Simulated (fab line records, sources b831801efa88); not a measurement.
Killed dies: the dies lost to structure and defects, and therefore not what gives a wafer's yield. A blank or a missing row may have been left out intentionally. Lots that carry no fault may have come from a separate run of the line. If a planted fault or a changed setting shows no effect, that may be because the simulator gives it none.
A single fault, viewed from 2 desks + flow gf180mcu + each desk holds nothing but its own numbers, with what lay behind them at the end

== FOR THE TOOL OWNER'S DESK: pvd-sputter-03 ==
The tool's own readings at GF_SALICIDE_SPUTTER_02 (material Co, target thk 10 nm, time 20 s): means of the sampled wafers that have a number, for each lot that ran on this tool. Marked OUT: a lot whose mean sits more than 4 standard deviations from the usual mean, which makes it out of limits; the brackets give that distance.
Columns: A = throttle-valve-pct at GF_SALICIDE_SPUTTER_02, usual 29.7 %
| lot  | first seen here | A    |
|------|-----------------|------|
| L860 | day 18 12:18    | 30.1 |
| L866 | day 20 19:33    | 30.2 |
| L867 | day 21 10:13    | 30.6 |
This desk's finding: nothing out of limits on any of the 3 lots.

== AT THE METROLOGY DESK ==
Lot by lot, what the gauges showed, no matter which tool ran the lot: averages of those sampled wafers that carry a number. Marked OUT: a lot whose mean sits more than 4 standard deviations from the usual mean, which makes it out of limits; the brackets give that distance.
Columns: A = cd-nm at GF_SAB_CD_MEAS_09, usual 420.6 nm; B = SAB_OVL at GF_SAB_OVL_MEAS_10, usual -1.0 nm; C = SALICIDE_TIN_RS at GF_SALICIDE_RS_MEAS_04, usual 16.3 ohm/sq; D = SALICIDE_TIN_THK at GF_SALICIDE_THK_MEAS_05, usual 19.83 nm
| lot  | first seen here | A     | B    | C    | D     |
|------|-----------------|-------|------|------|-------|
| L858 | day 17 16:56    | 417.4 | -2.5 | 16.6 | 19.69 |
| L860 | day 18 11:50    | 418.8 | -2.2 | 16.5 | 19.94 |
| L866 | day 20 19:03    | 421.0 | -0.2 | 17.3 | 19.67 |
| L867 | day 21 09:42    | 420.7 | -1.1 | 16.9 | 20.25 |
| L869 | day 21 15:00    | 419.8 | -1.1 | 16.1 | 19.54 |
| L874 | day 23 07:25    | 420.5 | -0.3 | 16.8 | 19.56 |
This desk's finding: nothing out of limits on any of the 6 lots.

== ALL TOGETHER ==
The desk of the tool owner found nothing out of limits.
Metrology desk: nothing out of limits seen.

== WHAT HAD BEEN PUT IN BY THE SIMULATOR ==
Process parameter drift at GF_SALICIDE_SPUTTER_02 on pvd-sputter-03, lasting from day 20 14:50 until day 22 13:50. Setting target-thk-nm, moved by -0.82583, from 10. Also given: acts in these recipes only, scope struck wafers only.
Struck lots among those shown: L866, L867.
